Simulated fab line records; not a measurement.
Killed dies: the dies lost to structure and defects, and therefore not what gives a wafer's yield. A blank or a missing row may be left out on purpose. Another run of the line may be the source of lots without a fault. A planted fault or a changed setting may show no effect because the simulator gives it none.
fab line records	flow sky130
record lots=6	wafers=18	lastDay=49
route steps=708 shown VIA2@520 METAL3@532 PAD_OPEN@708
lots untouched by any fault: they come from a run of this same line in which no faults occurred
startH: hours from the record's first day to the start of the lot's first wafer shown	waitH: hours since the lot's step before	" same as the row above	L1.1+2: several wafers, shown together as one row	- no value, or no start was given	* or withheld: withheld	< > ~ a bound
route shown NAME@n: a module of which the file shows steps, and the number in the route of the first	usual: the fault-free wafers' mean and standard deviation	same: alike in all rows	chamber/n: place in a boat	sites: each site's reading	_std_site: standard deviation across them	_edge_site: outer sites' mean less inner sites'	radiusMm: for every site, how far away it sits from the centre of the wafer	mask NAME#n: copy n	behind: the most recent tool/chamber to have shaped the wafer	hold: why the lot went on hold/how many hours it stayed there/how the hold came to an end	device: transistor that didn't switch, given as n, p or np	end of line: the same wafers' tests at the end of the route	step lacking rows: just its recipe	killed: at the first sort, the dies lost to defects and structure; wafer yield is something else	map: per-die view of a wafer (x killed, . not killed, _ where there is no die)
set.NAME: setting as actually run; set.NAME@STEP: the setting as run at that earlier step	model.NAME: the simulator's own value behind a step, which no gauge read
a table for each step, a row for each wafer; lots at some steps of the route
services: the hour from which a tool's chamber was out of use, counted from the record's first day as startH (under 0 if before that day), plus the number of hours and why
## steps
# step SKY_VIA2_OVL_MEAS_13
# usual VIA2_OVL=-2/4.9
lot.wafer	tool	chamber	startH	waitH	VIA2_OVL[nm]
L572.2	overlay-02	-	860.04	0.1	-17
L572.3	"	-	"	"	0
L572.5	"	-	"	"	-6
L579.2	overlay-01	-	916.39	0.1	-3
L579.4	"	-	"	"	0
L579.6	"	-	"	"	2
L582.1	overlay-02	-	938.17	0.1	-4
L582.4	"	-	"	"	-4
L582.5	"	-	"	"	-3
L583.2	overlay-02	-	945.48	0.1	8
L583.3	"	-	"	"	8
L583.5	"	-	"	"	7
L584.3	overlay-01	-	951.14	0.1	-3
L584.5	"	-	"	"	-3
L584.6	"	-	"	"	-1
L587.2	overlay-02	-	965.98	0.1	1
L587.3	"	-	"	"	-6
L587.6	"	-	"	"	0
# step SKY_VIA2_ETCH_14
# recipe chemistry=N2/H2	target=BARC	ionEnergyEv=200	sourceW=500	biasW=100	pressureMtorr=30	n2FlowSccm=100	h2FlowSccm=200	stopOn=SiO2	timeS=45.9	targetDepthA=600
# usual chamberPressureMTorr=30.000/0.029	drypumpMotorCurrentA=5.9/0.48	oesProductAu=0.855/0.0051	rfFwdPowerW=495.3/2	throttleValvePct=13.225/0.0099
lot.wafer	tool	chamber	startH	waitH	chamberPressureMTorr	drypumpMotorCurrentA	oesProductAu	rfFwdPowerW	rfHoursCounterH	throttleValvePct
L572.2	rieDiel-01	2	860.07	0.0	29.962	6.2	0.851	495.5	5	13.214
L572.3	"	1	"	"	30.035	5.5	0.862	496.9	1	13.207
L572.5	"	0	"	"	29.943	5.8	0.851	495.4	-	13.231
L579.2	rieDiel-03	1	916.42	0.0	30.017	4.9	0.856	494.9	26	13.220
L579.4	"	0	"	"	29.967	5.9	0.853	495.1	19	13.230
L579.6	"	2	"	"	30.009	6.7	0.864	494.1	-	13.241
L582.1	rieDiel-03	3	938.21	0.0	30.057	6.2	0.856	497.1	5	13.225
L582.4	"	0	"	"	29.988	5.9	0.860	496.7	19	13.230
L582.5	"	2	"	"	29.997	6.7	0.857	492.8	-	13.233
L583.2	rieDiel-03	0	945.51	0.0	30.020	5.9	0.851	497.0	19	13.228
L583.3	"	1	"	"	30.014	5.0	0.854	491.1	26	13.222
L583.5	"	1	"	"	30.006	5.0	0.858	490.6	-	13.227
L584.3	rieDiel-03	1	951.17	0.0	29.985	4.9	0.862	493.1	26	13.238
L584.5	"	0	"	"	30.016	5.9	0.853	494.9	-	13.234
L584.6	"	1	"	"	30.003	4.9	0.849	493.9	-	13.230
L587.2	rieDiel-03	1	966.01	0.0	29.976	4.9	0.855	492.3	27	13.215
L587.3	"	2	"	"	30.083	6.6	0.859	492.5	14	13.246
L587.6	"	0	"	"	29.952	5.9	0.855	496.5	-	13.218
# step SKY_VIA2_ETCH_15
# recipe target=SiO2	chemistry=C4F8/O2/Ar	targetDepthNm=546	stopOn=TiN	maskMaterial=KrF-thick	sourceW=1500	biasW=1200	pressureMtorr=40	c4f8FlowSccm=withheld	O2_flow_sccm=6	Ar_flow_sccm=300	timeS=84
# usual chamberPressureMTorr=40.00/0.036	oesProductAu=0.939/0.0052	rfFwdPowerW=1490/5.2
lot.wafer	tool	chamber	startH	waitH	chamberPressureMTorr	oesProductAu	rfFwdPowerW	rfHoursCounterH
L572.2	rieDiel-01	2	860.11	0.0	40.00	0.945	1487	5
L572.3	"	1	"	"	40.06	0.933	1496	1
L572.5	"	0	"	"	40.01	0.938	1490	-
L579.2	rieDiel-03	1	916.46	0.0	39.99	0.934	1481	26
L579.4	"	0	"	"	39.99	0.936	1492	19
L579.6	"	2	"	"	40.05	0.948	1489	-
L582.1	rieDiel-03	3	938.25	0.0	39.99	0.935	1493	5
L582.4	"	0	"	"	39.95	0.937	1494	19
L582.5	"	2	"	"	40.00	0.939	1494	-
L583.2	rieDiel-03	0	945.56	0.0	39.99	0.936	1497	19
L583.3	"	1	"	"	40.00	0.940	1484	26
L583.5	"	1	"	"	39.99	0.935	1485	-
L584.3	rieDiel-03	1	951.21	0.0	40.11	0.933	1487	26
L584.5	"	0	"	"	40.04	0.935	1485	-
L584.6	"	1	"	"	39.96	0.938	1486	-
L587.2	rieDiel-03	1	966.06	0.0	39.96	0.947	1483	27
L587.3	"	2	"	"	40.04	0.932	1482	14
L587.6	"	0	"	"	39.99	0.936	1489	-
# step SKY_VIA2_STRIP_16
# recipe chemistry=O2/N2	powerW=1400	pressureMtorr=1500	platenTempC=withheld	o2FlowSccm=3000	n2FlowSccm=300	overashFraction=0.5
# usual chamberPressureMTorr=1501/7.6	drypumpMotorCurrentA=5.8/0.39	oesProductAu=0.399/0.0046	stripTimeToEndpointS=4.058/0.025
# same overashFraction=0.5
lot.wafer	tool	chamber	startH	waitH	chamberPressureMTorr	drypumpMotorCurrentA	oesProductAu	rfHoursCounterH	stripTimeToEndpointS
L572.2	plasmaAsher-01	0	860.17	0.0	1499	6.4	0.400	103	4.051
L572.3	"	0	"	"	1500	6.4	0.390	-	4.051
L572.5	"	1	"	"	1500	5.5	0.398	-	4.019
L579.2	plasmaAsher-04	1	916.52	0.0	1501	5.9	0.404	49	4.028
L579.4	"	1	"	"	1499	5.9	0.401	-	4.075
L579.6	"	0	"	"	1503	5.6	0.396	-	4.036
L582.1	plasmaAsher-01	0	938.31	0.0	1501	6.4	0.395	111	4.060
L582.4	"	0	"	"	1501	6.4	0.390	-	4.033
L582.5	"	0	"	"	1501	6.3	0.401	-	4.026
L583.2	plasmaAsher-01	1	945.62	0.0	1498	5.6	0.398	112	4.035
L583.3	"	0	"	"	1499	6.4	0.402	-	4.034
L583.5	"	1	"	"	1501	5.6	0.385	-	4.016
L584.3	plasmaAsher-03	0	951.31	0.1	1500	5.1	0.393	-	4.047
L584.5	"	0	"	"	1500	5.1	0.399	-	4.040
L584.6	"	1	"	"	1498	6.0	0.395	-	4.086
L587.2	plasmaAsher-01	0	966.12	0.0	1500	6.3	0.392	114	4.024
L587.3	"	1	"	"	1497	5.5	0.400	-	4.045
L587.6	"	0	"	"	1500	6.3	0.394	-	4.051
# step SKY_VIA2_STRIP_17
# recipe chemistry=postEtchResidueRemover	timeS=1200	tempC=72.5
# step SKY_VIA2_CLEAN_18
# recipe chemistry=IPA	timeS=180	tempC=25
# step SKY_VIA2_CLEAN_19
# recipe chemistry=O3/DIW	dry=n2Spin
# step SKY_VIA2_SPUTTER_20
# recipe material=TiN	targetThkNm=20	chamberPressurePa=5	powerW=4000	timeS=80
# step SKY_VIA2_CVD_21
# recipe material=W	targetThkNm=420	timeS=126.4	tempC=400	pressureTorr=40
# usual heaterPowerW=799/89
lot.wafer	tool	chamber	startH	waitH	heaterPowerW
L572.2	cvdW-01	1	860.88	0.0	953
L572.3	"	0	"	"	849
L572.5	"	1	"	"	945
L579.2	cvdW-02	1	917.18	0.0	684
L579.4	"	0	"	"	785
L579.6	"	1	"	"	676
L582.1	cvdW-02	1	938.97	0.0	679
L582.4	"	0	"	"	777
L582.5	"	1	"	"	663
L583.2	cvdW-01	1	946.28	0.0	921
L583.3	"	0	"	"	821
L583.5	"	1	"	"	896
L584.3	cvdW-01	0	952.01	0.1	841
L584.5	"	0	"	"	829
L584.6	"	1	"	"	893
L587.2	cvdW-02	1	966.77	0.0	681
L587.3	"	0	"	"	781
L587.6	"	0	"	"	757
# step SKY_VIA2_RS_MEAS_22
# recipe thkMeasGauge=four-point-probe	reads=W_of_VIA2_CVD_21+TiN_of_VIA2_SPUTTER_20
# usual VIA2_W_RS=0.273/0.003
lot.wafer	tool	chamber	startH	waitH	VIA2_W_RS[ohm/sq]
L572.2	filmMetro-02	-	861.03	0.1	0.263
L572.3	"	-	"	"	0.264
L572.5	"	-	"	"	0.264
L579.2	filmMetro-04	-	917.33	0.1	0.274
L579.4	"	-	"	"	0.274
L579.6	"	-	"	"	0.273
L582.1	filmMetro-04	-	939.10	0.1	0.272
L582.4	"	-	"	"	0.270
L582.5	"	-	"	"	0.277
L583.2	filmMetro-01	-	946.43	0.1	0.273
L583.3	"	-	"	"	0.270
L583.5	"	-	"	"	0.268
L584.3	filmMetro-04	-	952.13	0.1	0.271
L584.5	"	-	"	"	0.272
L584.6	"	-	"	"	0.273
L587.2	filmMetro-01	-	966.92	0.1	0.271
L587.3	"	-	"	"	0.274
L587.6	"	-	"	"	0.272
# step SKY_VIA2_THK_MEAS_23
# recipe thkMeasGauge=xrf	reads=W_of_VIA2_CVD_21
# usual VIA2_W_THK=407/6.8
lot.wafer	tool	chamber	startH	waitH	VIA2_W_THK[nm]
L572.2	filmMetro-02	-	861.14	0.1	421
L572.3	"	-	"	"	421
L572.5	"	-	"	"	419
L579.2	filmMetro-04	-	917.44	0.1	407
L579.4	"	-	"	"	404
L579.6	"	-	"	"	408
L582.1	filmMetro-04	-	939.22	0.1	407
L582.4	"	-	"	"	412
L582.5	"	-	"	"	401
L583.2	filmMetro-01	-	946.54	0.1	413
L583.3	"	-	"	"	413
L583.5	"	-	"	"	417
L584.3	filmMetro-04	-	952.23	0.1	409
L584.5	"	-	"	"	411
L584.6	"	-	"	"	407
L587.2	filmMetro-01	-	967.03	0.1	420
L587.3	"	-	"	"	413
L587.6	"	-	"	"	415
# step SKY_VIA2_CMP_24
# recipe stopOn=SiO2	tOverpolishS=20	downForcePsi=3.5	platenRpm=60	targetThkNm=0	padVelocityMS=0.94248
# usual headPressurePsi=3.501/0.0071	motorCurrentA=10.4/1.2	overpolishRunS=20.001/0.0094	timeToEndpointS=103/5.3
lot.wafer	tool	chamber	startH	waitH	headPressurePsi	motorCurrentA	overpolishRunS	timeToEndpointS
L572.3	cmp-01	0	861.19	0.0	3.501	10.9	20.002	102
L572.2	"	2	"	"	3.498	9.6	19.996	108
L572.5	"	1	"	"	3.505	10.4	20.001	107
L579.4	cmp-01	2	917.55	0.1	3.499	10.3	20.012	101
L579.2	"	0	"	"	3.496	10.5	20.004	98
L579.6	"	2	"	"	3.507	9.9	19.991	100
L582.1	cmp-02	0	939.28	0.1	3.494	11.4	20.014	101
L582.4	"	1	"	"	3.507	12.5	20.010	105
L582.5	"	1	"	"	3.517	11.8	20.001	103
L583.2	cmp-01	2	946.70	0.1	3.497	9.6	19.998	101
L583.3	"	3	"	"	3.507	9.8	20.023	97
L583.5	"	2	"	"	3.490	10.0	20.003	106
L584.3	cmp-02	2	952.42	0.2	3.498	9.5	20.002	103
L584.5	"	3	"	"	3.499	9.0	19.999	111
L584.6	"	0	"	"	3.494	11.8	19.996	98
L587.2	cmp-02	3	967.08	0.0	3.500	9.2	20.001	113
L587.3	"	1	"	"	3.507	12.2	19.987	109
L587.6	"	3	"	"	3.497	8.9	19.998	112
# step SKY_METAL3_SPUTTER_00
# recipe material=Ti	targetThkNm=15	powerW=3000	timeS=10	chamberPressurePa=0.4
# usual throttleValvePct=29.6/1.1
lot.wafer	tool	chamber	startH	waitH	throttleValvePct	model.Ti_of_METAL3_SPUTTER_00.thkNm
L572.2	pvdSputter-01	-	861.49	0.1	30.5	15.37
L572.3	"	-	"	"	28.1	14.97
L572.5	"	-	"	"	30.1	15.15
L579.2	pvdSputter-03	-	917.85	0.1	28.8	14.8
L579.4	"	-	"	"	29.0	14.77
L579.6	"	-	"	"	28.2	15.1
L582.1	pvdSputter-01	-	939.58	0.2	30.2	14.91
L582.4	"	-	"	"	28.2	14.8
L582.5	"	-	"	"	28.9	14.76
L583.2	pvdSputter-03	-	946.95	0.2	31.8	14.8
L583.3	"	-	"	"	29.2	14.66
L583.5	"	-	"	"	29.1	22.71
L584.3	pvdSputter-01	-	952.57	0.1	30.0	14.81
L584.5	"	-	"	"	30.2	15
L584.6	"	-	"	"	30.3	14.88
L587.2	pvdSputter-03	-	967.38	0.2	32.0	15.16
L587.3	"	-	"	"	29.1	22.86
L587.6	"	-	"	"	28.5	15.28
# step SKY_METAL3_SPUTTER_01
# recipe material=TiN	targetThkNm=20	powerW=6500	timeS=16.7	chamberPressurePa=0.4
# step SKY_PAD_OPEN_PROBE_99
# usual defectLimitedYield=82.6/2.2	killed_at_M0_to_M3=43/7.9	killed_at_M4_up=2.9/1.8	killedAtContacts=24/5.5	killedAtFrontEnd=15/4.2	killedAtOther=0.2/0.46	killedDies=86/11	killedOpen=47/8.1	killedShort=39/6.4	sort_bin_3_pad_short=0.9/0.44	sort_bin_5_function=10.3/1.4	sort_bin_6_memory=6.3/1.3	sortNPass=406/11	sortYieldPct=82.6/2.2
# same grossDies=492	killedAtBackSide=0	sort_bin_4_leakage[%]=0	sort_bin_8_speed[%]=0
lot.wafer	tool	chamber	startH	waitH	defectLimitedYield[%]	killed_at_M0_to_M3	killed_at_M4_up	killedAtContacts	killedAtFrontEnd	killedAtOther	killedDies	killedOpen	killedShort	sort_bin_3_pad_short[%]	sort_bin_5_function[%]	sort_bin_6_memory[%]	sortNPass	sortYieldPct[%]
L579.2	prober-01	-	1131.60	0.1	78.5	58	2	30	16	0	106	66	40	0.6	12.8	8.1	386	78.5
L579.4	prober-01	-	1131.70	0.2	83.7	45	1	18	15	1	80	49	31	0	9.8	6.5	412	83.7
L579.6	prober-01	-	1131.80	0.2	85.8	46	4	12	8	0	70	32	38	1.8	7.3	5.1	422	85.8
L584.3	prober-02	-	1160.87	0.2	83.9	39	3	26	11	0	79	45	34	1.6	8.3	6.1	413	83.9
L584.5	prober-02	-	1160.97	0.2	83.9	39	2	18	19	1	79	42	37	0.8	10.4	4.9	413	83.9
L584.6	prober-02	-	1161.02	0.2	87.8	32	1	21	6	0	60	33	27	0.6	7.3	4.3	432	87.8
L587.2	prober-01	-	1169.93	0.1	82.7	36	2	33	13	1	85	44	41	1.0	9.1	7.1	407	82.7
L587.3	prober-01	-	1169.98	0.2	80.1	49	3	25	21	0	98	51	47	1.2	11.2	7.5	394	80.1
L587.6	prober-01	-	1170.13	0.2	82.5	40	3	28	15	0	86	42	44	1.6	9.6	6.3	406	82.5
# killed by level:class
L579.2 CONTACT:geometricParticle:open=15 METAL1:geometricParticle:short=12 VIA1:geometricParticle:open=12 LI_CONTACT:geometricParticle:open=10 VIA2:geometricParticle:open=7 VIA3:geometricParticle:open=7 METAL3:geometricParticle:short=6 FIELD_ISO:geometricParticle:short=4
L579.4 VIA3:geometricParticle:open=14 VIA1:geometricParticle:open=12 FIELD_ISO:geometricParticle:open=5 CONTACT:geometricParticle:open=5 FIELD_ISO:geometricParticle:short=4 LI_CONTACT:geometricParticle:open=4 LOCAL_INTERCONNECT:geometricParticle:short=3 CONTACT:geometricParticle:short=3
L579.6 VIA1:geometricParticle:open=11 VIA3:geometricParticle:open=8 METAL2:geometricParticle:short=7 METAL1:geometricParticle:short=4 VIA3:geometricParticle:short=4 METAL4:geometricParticle:short=4 LOCAL_INTERCONNECT:geometricParticle:short=3 POLY_CUT:geometricParticle:short=3
L584.3 CONTACT:geometricParticle:open=11 VIA1:geometricParticle:open=6 METAL2:geometricParticle:open=6 METAL2:geometricParticle:short=6 VIA3:geometricParticle:open=5 LI_CONTACT:geometricParticle:open=5 LOCAL_INTERCONNECT:geometricParticle:short=5 VIA3:geometricParticle:short=5
L584.5 VIA1:geometricParticle:open=11 LI_CONTACT:geometricParticle:open=7 CONTACT:geometricParticle:open=6 FIELD_ISO:geometricParticle:open=5 POLY_GATE:geometricParticle:short=5 METAL2:geometricParticle:short=5 VIA3:geometricParticle:open=5 POLY_GATE:geometricParticle:open=4
L584.6 CONTACT:geometricParticle:open=11 VIA1:geometricParticle:open=7 VIA2:geometricParticle:open=5 FIELD_ISO:geometricParticle:short=4 CONTACT:geometricParticle:short=4 VIA3:geometricParticle:open=4 VIA3:geometricParticle:short=4 LI_CONTACT:geometricParticle:open=3
L587.2 CONTACT:geometricParticle:short=9 CONTACT:geometricParticle:open=9 LI_CONTACT:geometricParticle:open=8 VIA2:geometricParticle:open=8 METAL2:geometricParticle:short=7 VIA1:geometricParticle:open=7 VIA1:geometricParticle:short=5 SPACER:geometricParticle:open=4
L587.3 LI_CONTACT:geometricParticle:open=9 VIA1:geometricParticle:short=9 METAL2:geometricParticle:short=9 CONTACT:geometricParticle:open=8 POLY_GATE:geometricParticle:open=6 VIA1:geometricParticle:open=6 VIA3:geometricParticle:open=6 FIELD_ISO:geometricParticle:short=5
L587.6 CONTACT:geometricParticle:short=9 VIA1:geometricParticle:open=8 LI_CONTACT:geometricParticle:open=7 CONTACT:geometricParticle:open=7 VIA2:geometricParticle:short=6 POLY_GATE:geometricParticle:short=5 FIELD_ISO:geometricParticle:short=4 LI_CONTACT:geometricParticle:short=4
## services
tool	chamber	startH	hours	kind
pvdSputter-01	-	836.52	16.7	repair
rieDiel-01	1	879.58	9.8	repair
pvdSputter-03	1	893.34	-	consumableReplace:kit
pvdSputter-03	1	893.34	18.0	scheduledDown
pvdSputter-03	1	893.34	18.0	ventCycle
cmp-02	-	897.99	7.2	pm
rieDiel-01	3	901.83	6.0	repair
cvdW-01	-	904.00	14.0	pm
cvdW-01	0	904.00	14.0	ventCycle
cvdW-01	1	904.00	14.0	ventCycle
rieDiel-01	3	911.02	10.0	repair
cmp-02	-	912.15	2.3	repair
cmp-02	-	914.48	4.0	pm
cvdW-01	0	918.00	-	clean
cvdW-01	1	918.00	-	clean
cmp-02	-	918.48	-	consumableReplace:conditioner
cmp-01	-	928.09	1.7	repair
rieDiel-01	-	929.86	0.6	repair
cvdW-01	1	932.13	11.2	repair
plasmaAsher-03	-	933.84	14.6	pm
plasmaAsher-04	-	951.30	2.8	pm
cvdW-01	1	956.93	11.1	repair
cvdW-01	-	957.30	6.9	pm
rieDiel-03	3	965.62	7.4	repair
## key
firstSign none at tools or gauges
modelEffect step=SKY_METAL3_SPUTTER_00	value=Ti_of_METAL3_SPUTTER_00.thkNm	without=14.87	struck=22.78
metAt SKY_METAL3_SPUTTER_00
struckWafers L583.5,L587.3
onsetBetween 917.85 946.95
fault kind=processParameterDrift	tool=pvdSputter-03	chamber=-	onsetH=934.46	steps=SKY_METAL3_SPUTTER_00	channel=targetThkNm	offset=7.9156	shape=step	endH=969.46	actsIn=theseRecipesOnly	stated=15	scope=struckWafersOnly
